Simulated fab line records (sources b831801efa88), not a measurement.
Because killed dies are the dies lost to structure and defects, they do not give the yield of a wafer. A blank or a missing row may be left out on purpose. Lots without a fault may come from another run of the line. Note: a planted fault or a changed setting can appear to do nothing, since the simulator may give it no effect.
A lot that was struck, set against a sound lot :: flow gf180mcu :: 15 out of 602 route steps
Sound: wafers L471.2, L471.4, L471.6. The struck wafers were L473.1, L473.2, L473.3. Last of all comes the cause.
At each step with rows: each side's tool, then ch and its chambers, then its first start. Under that, the readings that differ: sound wafers :: struck wafers :: difference of the means :: sigmas: that difference in standard deviations of wafers without a fault.
alike: same words and numbers on both sides, and readings whose means sit less than 2 such deviations apart. not compared: any withheld reading, any reading some wafer has no value for, any bound like >300 that may hide the same value, and any number with overlapping values for which the record gives no deviation.
Wherever a step has rows on one side only, a row that says differs or no value, or a row with sigmas, the two part there. Numbers that don't overlap but have no deviation are shown without sigmas and don't part them. A reading missing from all wafers of one side parts the sides only when that side holds two or more wafers.

GF_NSD_STRIP_11: strips in O2/N2.
  sound on plasma asher-01 ch 0,1, day 14 07:51; struck on plasma asher-01 ch 0,1, day 15 16:43
  alike: drypump motor current A, heater power w, o2 flow sccm, oes product au, strip time to endpoint s
  not compared: rf hours counter h
GF_NSD_TW_MEAS_12:
  sound: film metro-02 at day 14 07:58; struck: film metro-02 at day 15 16:49
  alike: NSD_TW
then, 7 steps without rows for these wafers: GF_PSD_DEHYDRATE_00 (time 60 s); GF_PSD_HMDS_01 (prime time 60 s); GF_PSD_COAT_02 (resist thk 1000 nm); GF_PSD_SOFTBAKE_03 (time 60 s); GF_PSD_EXPOSE_04 (exposes mask Pplus, target cd 400 nm); GF_PSD_PEB_05; GF_PSD_DEVELOP_06 (develop time 60 s).
GF_PSD_CD_MEAS_07: the cd target is 400 nm.
  sound: cd sem-02 at day 15 04:43; struck: cd sem-01 at day 16 14:38
reading: cd nm (nm)
sound: 396.3 396.6 398.2
struck: 403.7 400.1 401.5
difference: +4.7
sigmas: +2
GF_PSD_OVL_MEAS_08:
  sound: overlay-01 at day 15 04:49; struck: overlay-01 at day 16 14:46
  alike: PSD_OVL
following that, these wafers have no rows for 1 step: GF_PSD_IMPLANT_09.
GF_PSD_STRIP_10: strips in O2/N2.
  sound on plasma asher-04 ch 0,1, day 15 05:00; struck on plasma asher-04 ch 0,1, day 16 14:57
reading: o2 flow sccm (sccm)
sound: 2984 3009 3001
struck: 2414 2395 2397
difference: -596
sigmas: -46

reading: strip time to endpoint s (s)
sound: 16.52 16.53 16.54
struck: 16.78 16.80 16.82
difference: +0.27
sigmas: +7
  alike: drypump motor current A, heater power w, oes product au
  not compared: rf hours counter h
GF_PSD_TW_MEAS_11:
  sound: film metro-04 at day 15 05:07; struck: film metro-01 at day 16 15:03
  alike: PSD_TW
-- the record jumps here: 14 days lie between the struck wafers' starts before and after (it left off in module PSD and takes up again in module PASSIVATION, whose first step shown is number 602 of the route) --
GF_PASSIVATION_PROBE_99:
  only the struck wafers here have rows in the record (prober-02, day 31 01:46); the sound ones have none

WHERE THEY PART
Last at GF_PASSIVATION_PROBE_99 as far as this record goes, first at GF_PSD_CD_MEAS_07.

WHY: what the simulator had put in
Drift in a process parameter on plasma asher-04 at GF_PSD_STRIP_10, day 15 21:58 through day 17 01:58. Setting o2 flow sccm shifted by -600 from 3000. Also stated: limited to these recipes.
